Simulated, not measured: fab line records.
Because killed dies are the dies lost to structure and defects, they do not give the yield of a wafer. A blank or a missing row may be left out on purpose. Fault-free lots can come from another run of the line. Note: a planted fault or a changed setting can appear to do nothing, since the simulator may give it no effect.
Split-lot experiment + flow gf180mcu + 23 wafers read across 5 lots, on a route 602 steps long

ON THE SPLIT
At GF_MVPSD_IMPLANT_08, the setting dose_cm2 was moved away from the recipe's 1.5e+13 on 9 of the 23 wafers read, by -4.6% to +7.2%. For the rest of the wafers, this setting stayed at what the recipe calls for.

FROM THE SPLIT TO THE READING: what the file shows between them, 5 steps
- GF_VT_IMPLANT_IMPLANT_30 (also split here: dose_cm2)
- GF_VT_IMPLANT_STRIP_31: strips in O2/N2
- GF_VT_IMPLANT_TW_MEAS_32
- GF_VT_IMPLANT_IMPLANT_41 (also split here: energy_kev)
- GF_VT_IMPLANT_STRIP_42: strips in O2/N2

THE READING
MVPSD_RS in ohm/sq, measured at GF_VT_IMPLANT_RS_MEAS_49 by four-point-probe. On this fab line, fault-free wafers typically give 1170.0 ohm/sq with a standard deviation of 2.7 ohm/sq.

| wafer  | tool, chamber at the split | dose_cm2 as run | against the recipe | MVPSD_RS, ohm/sq | against lot-mates on the recipe |
|--------|----------------------------|-----------------|--------------------|------------------|---------------------------------|
| L076.2 | implanter-03, 0            | 1.5e+13         | recipe             | 1166.7           | -                               |
| L076.3 | implanter-03, 0            | 1.468e+13       | -2.1%              | 1180.5           | +13.5                           |
| L076.4 | implanter-03, 0            | 1.5e+13         | recipe             | 1166.5           | -                               |
| L076.5 | implanter-03, 0            | 1.5e+13         | recipe             | 1167.9           | -                               |
| L076.6 | implanter-03, 0            | 1.468e+13       | -2.1%              | 1179.7           | +12.7                           |
| L077.1 | implanter-04, 0            | 1.5e+13         | recipe             | 1172.6           | -                               |
| L077.2 | implanter-04, 0            | 1.5e+13         | recipe             | 1174.1           | -                               |
| L077.6 | implanter-04, 0            | 1.5e+13         | recipe             | 1175.5           | -                               |
| L080.1 | implanter-02, 0            | 1.5e+13         | recipe             | 1169.1           | -                               |
| L080.2 | implanter-02, 0            | 1.5e+13         | recipe             | 1175.1           | -                               |
| L080.3 | implanter-02, 0            | 1.431e+13       | -4.6%              | 1198.3           | +25.4                           |
| L080.5 | implanter-02, 0            | 1.5e+13         | recipe             | 1174.6           | -                               |
| L080.6 | implanter-02, 0            | 1.431e+13       | -4.6%              | 1197.7           | +24.8                           |
| L082.1 | implanter-04, 0            | 1.453e+13       | -3.1%              | 1184.6           | +16.5                           |
| L082.2 | implanter-04, 0            | 1.5e+13         | recipe             | 1165.6           | -                               |
| L082.3 | implanter-04, 0            | 1.453e+13       | -3.1%              | 1187.2           | +19.2                           |
| L082.5 | implanter-04, 0            | 1.5e+13         | recipe             | 1170.5           | -                               |
| L082.6 | implanter-04, 0            | 1.453e+13       | -3.1%              | 1188.1           | +20.0                           |
| L084.1 | implanter-03, 0            | 1.5e+13         | recipe             | 1172.0           | -                               |
| L084.2 | implanter-03, 0            | 1.608e+13       | +7.2%              | 1130.4           | -40.6                           |
| L084.3 | implanter-03, 0            | 1.608e+13       | +7.2%              | 1130.1           | -40.9                           |
| L084.5 | implanter-03, 0            | 1.5e+13         | recipe             | 1170.3           | -                               |
| L084.6 | implanter-03, 0            | 1.5e+13         | recipe             | 1170.8           | -                               |

FIT RESULTS
A straight line over all 23 wafers: MVPSD_RS changes by -5.56 ohm/sq for each +1% of dose_cm2; r = -0.98; the points scatter about the line by 2.9 ohm/sq.
The same after taking each lot's own level away (the mean of its wafers on the recipe; 23 wafers): -5.68 ohm/sq for each +1%; r = -1.00; scatter 1.6 ohm/sq.
On that fit, the largest move of dose_cm2 shifts the reading by 41 ohm/sq.
Across the lots, their own levels run from 1167.03 to 1174.07 ohm/sq, a range of 2.6 times the standard deviation given above.
So the lot-to-lot level changes the slope little: the two slopes agree.
Check: for one of the wafers moved furthest among these (+7.2%), held out of the fit, the line's prediction against its lot-mates is -40.8 ohm/sq. It came out at -40.6 ohm/sq against them.

FURTHER SPLITS ON THESE WAFERS
Note: prior to the reading, these wafers also went through further splits. Each is held against what the fit with the lots' levels taken away leaves over:
| other split on the same wafers      | wafers away from the commonest value | r with MVPSD_RS (lot level and that fit taken away) |
|-------------------------------------|--------------------------------------|-----------------------------------------------------|
| GF_STI_ETCH_13 over_etch_frac       | 7                                    | +0.06                                               |
| GF_DNWELL_COAT_02 spin_rpm          | 4                                    | -0.30                                               |
| GF_DNWELL_SOFTBAKE_03 temp_c        | 10                                   | -0.14                                               |
| GF_NWELL_IMPLANT_08 energy_kev      | 10                                   | +0.07                                               |
| GF_LVPWELL_STRIP_10 pressure_mtorr  | 15                                   | +0.12                                               |
| GF_MVSD_IMPLANT_08 energy_kev       | 7                                    | -0.04                                               |
| GF_VT_IMPLANT_IMPLANT_30 dose_cm2   | 10                                   | +0.23                                               |
| GF_VT_IMPLANT_IMPLANT_41 energy_kev | 2                                    | -0.02                                               |

FILE'S OWN FIT
MVPSD_RS changes by -5.67 ohm/sq for each +1% of dose_cm2, r = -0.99.
